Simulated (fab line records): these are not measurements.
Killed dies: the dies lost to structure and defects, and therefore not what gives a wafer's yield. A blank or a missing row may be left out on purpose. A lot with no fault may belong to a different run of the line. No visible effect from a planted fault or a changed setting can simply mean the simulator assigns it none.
Which of the tools did it? + flow gf180mcu + Sampling: 13 lots, 36 wafers, 5 of 602 route steps

== WHAT EACH GAUGE READ, for each wafer ==
GF_LVPWELL_TW_MEAS_11.
| lot  | measured    | on           | LVPWELL_TW              |
|------|-------------|--------------|-------------------------|
| L555 | day 3 20:19 | filmMetro-01 | 560 559 559             |
| L558 | day 4 13:53 | filmMetro-03 | 562 564 564             |
| L560 | day 4 23:00 | filmMetro-03 | 566 567 564             |
| L561 | day 5 15:54 | filmMetro-03 | 569 569 566             |
| L562 | day 5 16:16 | filmMetro-02 | 569 567 569             |
| L564 | day 5 21:59 | filmMetro-02 | 570 570 565             |
| L566 | day 6 13:27 | filmMetro-02 | 566 567 566             |
| L567 | day 6 16:26 | filmMetro-03 | 567 568 569             |
| L568 | day 6 22:22 | filmMetro-02 | 564 567 565             |
| L570 | day 7 06:53 | filmMetro-02 | 571 568 597 569 569 593 |
| L572 | day 7 20:25 | filmMetro-03 | 566 594 568 595         |
| L576 | day 8 18:34 | filmMetro-01 | 582 590                 |
| L578 | day 9 09:28 | filmMetro-02 | 571 569 570             |

GF_VT_IMPLANT_RS_MEAS_48: measures by four-point-probe.
| lot  | measured     | on           | LVPWELL_RS (ohm/sq)           |
|------|--------------|--------------|-------------------------------|
| L555 | day 7 10:52  | filmMetro-03 | 1193 1194 1192                |
| L558 | day 8 07:12  | filmMetro-02 | 1200 1198 1198                |
| L560 | day 8 21:03  | filmMetro-02 | 1198 1196 1198                |
| L561 | day 9 14:53  | filmMetro-02 | 1198 1199 1200                |
| L562 | day 9 16:07  | filmMetro-02 | 1194 1197 1196                |
| L564 | day 9 22:53  | filmMetro-02 | 1197 1193 1198                |
| L566 | day 10 17:21 | filmMetro-01 | 1196 1190 1195                |
| L567 | day 10 21:08 | filmMetro-01 | 1192 1192 1189                |
| L568 | day 11 04:26 | filmMetro-02 | 1200 1198 1200                |
| L570 | day 11 15:12 | filmMetro-01 | 1191 1192 1094 1189 1193 1091 |
| L572 | day 12 07:01 | filmMetro-01 | 1195 1094 1194 1096           |
| L576 | day 13 10:44 | filmMetro-02 | 1099 1101                     |
| L578 | day 14 03:58 | filmMetro-01 | 1195 1195 1194                |

GF_M2_OVL_MEAS_15.
| lot  | measured     | on         | M2_OVL (nm) |
|------|--------------|------------|-------------|
| L555 | day 18 21:26 | overlay-01 | -3 -5 -1    |
| L558 | day 20 00:05 | overlay-01 | 0 7 5       |
| L560 | day 20 21:40 | overlay-01 | -4 6 -4     |
| L561 | day 21 21:34 | overlay-02 | -8 -7 -15   |
| L562 | day 21 22:59 | overlay-01 | -7 -3 -3    |
| L564 | day 22 10:58 | overlay-02 | -7 -10 -8   |
| L566 | day 23 06:52 | overlay-02 | -13 -14 -6  |
| L567 | day 23 14:34 | overlay-01 | -5 1 -4     |
| L568 | day 23 21:49 | overlay-01 | 0 1 3       |
| L570 | day 24 12:56 | overlay-01 | 7 2 3       |
| L572 | day 25 07:44 | overlay-02 | -4 -8       |
| L576 | day 26 15:16 | overlay-02 | -5          |
| L578 | day 27 02:38 | overlay-01 | -6 -8 -3    |

== WHAT TOOL EACH LOT RAN ON (gives the tool, then ch and the chambers of the sampled wafers, and finally the start) ==
| lot  | GF_LVPWELL_IMPLANT_08          | GF_M2_SPUTTER_03            |
|------|--------------------------------|-----------------------------|
| L555 | implanter-01 ch 0, day 3 19:55 | pvdSputter-03, day 17 21:05 |
| L558 | implanter-01 ch 0, day 4 13:29 | pvdSputter-02, day 18 23:20 |
| L560 | implanter-03 ch 0, day 4 22:37 | pvdSputter-02, day 19 21:50 |
| L561 | implanter-03 ch 0, day 5 15:31 | pvdSputter-02, day 20 21:34 |
| L562 | implanter-01 ch 0, day 5 15:53 | pvdSputter-03, day 20 23:27 |
| L564 | implanter-01 ch 0, day 5 21:35 | pvdSputter-04, day 21 11:34 |
| L566 | implanter-03 ch 0, day 6 12:59 | pvdSputter-02, day 22 07:52 |
| L567 | implanter-02 ch 0, day 6 16:02 | pvdSputter-04, day 22 15:32 |
| L568 | implanter-01 ch 0, day 6 21:58 | pvdSputter-02, day 22 23:19 |
| L570 | implanter-03 ch 0, day 7 06:31 | pvdSputter-04, day 23 14:22 |
| L572 | implanter-03 ch 0, day 7 20:02 | pvdSputter-04, day 24 09:07 |
| L576 | implanter-03 ch 0, day 8 18:14 | pvdSputter-04, day 25 18:13 |
| L578 | implanter-02 ch 0, day 9 09:06 | pvdSputter-03, day 26 06:08 |
- GF_LVPWELL_IMPLANT_08
- GF_M2_SPUTTER_03: material Ti, target thk 10 nm, time 6.7 s.

== AS READ BY THE TOOLS THEMSELVES (means over the sampled wafers that have a number; for cases with no such wafer, the mark the record gives instead) ==
GF_LVPWELL_IMPLANT_08.
| lot  | tool         | beamOnS (s) | doseIonsCm2 | endStationPressureTorr (Torr) | faradayCurrentUA |
|------|--------------|-------------|-------------|-------------------------------|------------------|
| L555 | implanter-01 | 9.81        | 1.4987e+13  | 5.29e-06                      | 86.0             |
| L558 | implanter-01 | 9.96        | 1.5004e+13  | 4.97e-06                      | 84.9             |
| L560 | implanter-03 | 10.02       | 1.5003e+13  | 4.98e-06                      | 84.4             |
| L561 | implanter-03 | 9.97        | 1.4998e+13  | 5.00e-06                      | 85.1             |
| L562 | implanter-01 | 10.20       | 1.5020e+13  | 5.16e-06                      | 82.8             |
| L564 | implanter-01 | 9.69        | 1.4986e+13  | 4.94e-06                      | 86.9             |
| L566 | implanter-03 | 9.94        | 1.5006e+13  | 5.10e-06                      | 85.0             |
| L567 | implanter-02 | 9.95        | 1.5003e+13  | 5.16e-06                      | 84.7             |
| L568 | implanter-01 | 9.89        | 1.4995e+13  | 4.79e-06                      | 85.5             |
| L570 | implanter-03 | 10.60       | 1.4995e+13  | 4.91e-06                      | 80.4             |
| L572 | implanter-03 | 10.88       | 1.4992e+13  | 5.02e-06                      | 78.8             |
| L576 | implanter-03 | 11.98       | 1.4959e+13  | 4.98e-06                      | 70.6             |
| L578 | implanter-02 | 10.10       | 1.5013e+13  | 5.15e-06                      | 83.7             |

GF_M2_SPUTTER_03.
| lot  | tool          | throttleValvePct (%) |
|------|---------------|----------------------|
| L555 | pvdSputter-03 | 29.2                 |
| L558 | pvdSputter-02 | 30.7                 |
| L560 | pvdSputter-02 | 30.8                 |
| L561 | pvdSputter-02 | 31.0                 |
| L562 | pvdSputter-03 | 28.8                 |
| L564 | pvdSputter-04 | 30.0                 |
| L566 | pvdSputter-02 | 30.6                 |
| L567 | pvdSputter-04 | 30.2                 |
| L568 | pvdSputter-02 | 30.7                 |
| L570 | pvdSputter-04 | 29.3                 |
| L572 | pvdSputter-04 | 30.1                 |
| L576 | pvdSputter-04 | 29.4                 |
| L578 | pvdSputter-03 | 28.5                 |

== THE ANSWER, worked out from the rows above alone ==
Rule: usual is defined by the lots themselves. The widest of any qualifying gaps counts: lots, ordered by their means at a reading, are off when they make up no more than a third of the lots, leave a main group of 4 or more, and stand apart from it by 3 or more times the standard deviation of that group's means. The tables above print the reading to a certain number of digits; a main group whose means all agree to those digits is not used. Also off: a lot with no number at a reading for which 4 or more lots have one. All remaining lots with rows at the step are treated as sound. First the gauges in route order, then the tools' own readings, where a lot's mean is used as printed above. The first step at which some lot is off is used, and at that step the reading that is off furthest; a lot without a number counts as furthest.
Off: L570, L572, L576, at GF_VT_IMPLANT_RS_MEAS_48 (LVPWELL_RS). The main group has a mean of 1196 ohm/sq with a standard deviation of 2.6.
If a tool, at a process step before that reading, ran all the lots that are off and no sound lot after the first of them, it fits. Gauges at GF_VT_IMPLANT_RS_MEAS_48: tried the same way as those tools. One candidate fits, namely implanter-03 at GF_LVPWELL_IMPLANT_08. A fault onset in the window from L566 (day 6 12:59, its last sound lot) to L570 (day 7 06:31, its first lot off) fits.
The tool's own readings at GF_LVPWELL_IMPLANT_08 bear it out: on the lots that are off they differ by more than 5 times the standard deviation of the sound lots' means. beamOnS reads 11.15 s there against 9.95 s on the sound lots; faradayCurrentUA reads 76.6 there against 84.9 on the sound lots.

== WHAT THE SIMULATOR HAD PUT IN ==
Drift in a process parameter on implanter-03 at GF_LVPWELL_IMPLANT_08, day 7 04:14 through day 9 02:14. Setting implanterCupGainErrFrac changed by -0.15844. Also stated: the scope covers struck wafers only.
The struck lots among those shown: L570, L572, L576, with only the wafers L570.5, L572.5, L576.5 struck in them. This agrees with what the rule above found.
